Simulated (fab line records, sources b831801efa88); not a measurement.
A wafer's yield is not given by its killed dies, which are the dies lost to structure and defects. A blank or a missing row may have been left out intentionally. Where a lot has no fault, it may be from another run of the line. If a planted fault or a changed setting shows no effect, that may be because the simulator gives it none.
A lot that was struck, set against a sound lot	flow gf180mcu	15 steps out of a route of 602
Sound: these wafers, L147.2, L147.3, L147.6. Wafers struck: L138.2, L138.4, L138.5. Last of all comes the cause.
Per side, at each step with rows, come the tool, then ch with its chambers, and then its first start. Under that, the readings that differ: sound wafers	struck wafers	difference of the means	sigmas: that difference in standard deviations of wafers without a fault.
alike: readings whose means differ by less than 2 such deviations, and words and numbers that are the same on both sides. not compared: withheld readings, readings that some wafer has no value for, bounds like >300 that may hide the same value, and numbers for which the record gives no deviation and whose values overlap.
A row with sigmas, a row that says differs or no value, or rows on one side alone: a step with any of these is where the two part. Non-overlapping numbers with no deviation appear without sigmas and do not part them. A reading that every wafer of one side lacks parts them only if that side has two wafers or more.

GF_V5_BOW_MEAS_05:
  struck on film_metro-03, day 30 06:04; sound on film_metro-03, day 32 11:03
  alike: V5_BOW
then, 8 steps without rows for these wafers: GF_V5_DEHYDRATE_06 (time 60 s); GF_V5_HMDS_07 (prime time 60 s); GF_V5_COAT_08; GF_V5_COAT_09 (resist thk 1000 nm); GF_V5_SOFTBAKE_10 (time 60 s); GF_V5_EXPOSE_11 (exposes mask Via5, target cd 260 nm); GF_V5_PEB_12 (peb time 90 s); GF_V5_DEVELOP_13 (develop time 60 s).
GF_V5_CD_MEAS_14 targets a cd of 260 nm.
  struck on cd_sem-02, day 30 23:33; sound on cd_sem-01, day 33 03:30
  alike: cd_nm
GF_V5_OVL_MEAS_15:
  struck on overlay-01, day 30 23:40; sound on overlay-02, day 33 03:37
  alike: V5_OVL
GF_V5_ETCH_16: etches BARC in N2/H2.
  sound on rie_diel-01 ch 1,2, day 33 03:38; struck on rie_diel-02 ch 0,1,2, day 30 23:41
  alike: bias_w, chamber_pressure_mTorr, drypump_motor_current_A, oes_product_au, throttle_valve_pct
GF_V5_ETCH_17: etches SiO2 in C4F8/O2/Ar, stops on TiN, target depth 855 nm.
  sound on rie_diel-01 ch 1,2, day 33 03:00; struck on rie_diel-02 ch 0,1,2, day 30 23:00
  no value came back on the struck wafers for bias_w (W), chamber_pressure_mTorr (mTorr), oes_product_au (a.u.); on the sound wafers bias_w (W) reads 1201 1205 1199
GF_V5_STRIP_18: strips in O2/N2.
  sound on plasma_asher-03 ch 0,1, day 33 03:47; struck on plasma_asher-03 ch 0,1, day 30 23:50
reading	sound	struck	difference	sigmas
oes_product_au (a.u.)	0.559 0.561 0.568	0.668 0.672 0.667	+0.106	+24
  alike: drypump_motor_current_A, heater_power_w
  not compared: rf_hours_counter_h
then, 1 step without rows for these wafers: GF_V5_STRIP_19 (strips in post etch residue remover, time 1200 s).

WHERE THEY PART
At GF_V5_ETCH_17 first; at GF_V5_STRIP_18 last (within this record only).

WHY: whatever the simulator had introduced
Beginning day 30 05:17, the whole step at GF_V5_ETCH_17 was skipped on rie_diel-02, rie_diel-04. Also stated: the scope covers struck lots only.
